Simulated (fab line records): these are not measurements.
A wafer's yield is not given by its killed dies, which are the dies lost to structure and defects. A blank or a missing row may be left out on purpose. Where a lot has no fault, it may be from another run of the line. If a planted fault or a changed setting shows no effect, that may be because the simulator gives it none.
Matching of chambers | flow sky130 | SKY_VIA1_CMP_24 on cmp-01: 4 sister chambers
The step polishes, stops on SiO2, t overpolish 15 s, target thk 0 nm. 8 wafers are shown with their chamber, then 9 later ones without.

== EACH WAFER AND ITS CHAMBER ==
wafer  | chamber | motor current A (A) | time to endpoint s (s)
L982.5 | 3       | 12.5                | 63
L986.5 | 2       | 10.0                | 68
L992.1 | 2       | 10.7                | 72
L992.3 | 0       | 9.5                 | 67
L992.5 | 1       | 11.6                | 70
L996.2 | 1       | 11.5                | 66
L996.4 | 0       | 9.4                 | 63
L996.6 | 3       | 12.6                | 67

== WAFERS MISSING THEIR CHAMBER ==
wafer  | motor current A (A) | time to endpoint s (s)
L997.2 | 9.5                 | 66
L997.3 | 12.2                | 69
L997.5 | 11.5                | 68
L100.1 | 12.1                | 65
L100.3 | 12.0                | 63
L100.6 | 10.2                | 68
L102.1 | 12.1                | 58
L102.2 | 9.5                 | 62
L102.6 | 9.9                 | 66

== THE CHAMBER EACH PASSED THROUGH ==
wafer  | from the rows above     | in truth
L997.2 | 0                       | 0
L997.3 | can't be placed: 3 or 1 | 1
L997.5 | 1                       | 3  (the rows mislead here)
L100.1 | can't be placed: 3 or 1 | 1
L100.3 | can't be placed: 3 or 1 | 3
L100.6 | 2                       | 2
L102.1 | can't be placed: 3 or 1 | 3
L102.2 | 0                       | 0
L102.6 | can't be placed: 0 or 2 | 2
3 of 9 placed correctly. Cannot be placed on the basis of these rows: 5; the candidates contain the true chamber in 5. Wrongly placed: 1.
How it was worked out, from the rows above alone: a wafer's distance from a chamber is the root of the sum, over the readings, of the square of ((its reading less the chamber's mean) divided by the reading's scatter). If the next closest chamber is less than 2 further off than the closest, the wafer can't be placed; otherwise it belongs to the closest. Each chamber's mean is taken over the wafers shown for it. How the scatter is found: for the shown wafers, subtract from each reading the mean of its chamber, square and add these, divide the total by (wafers less chambers), then take the root.
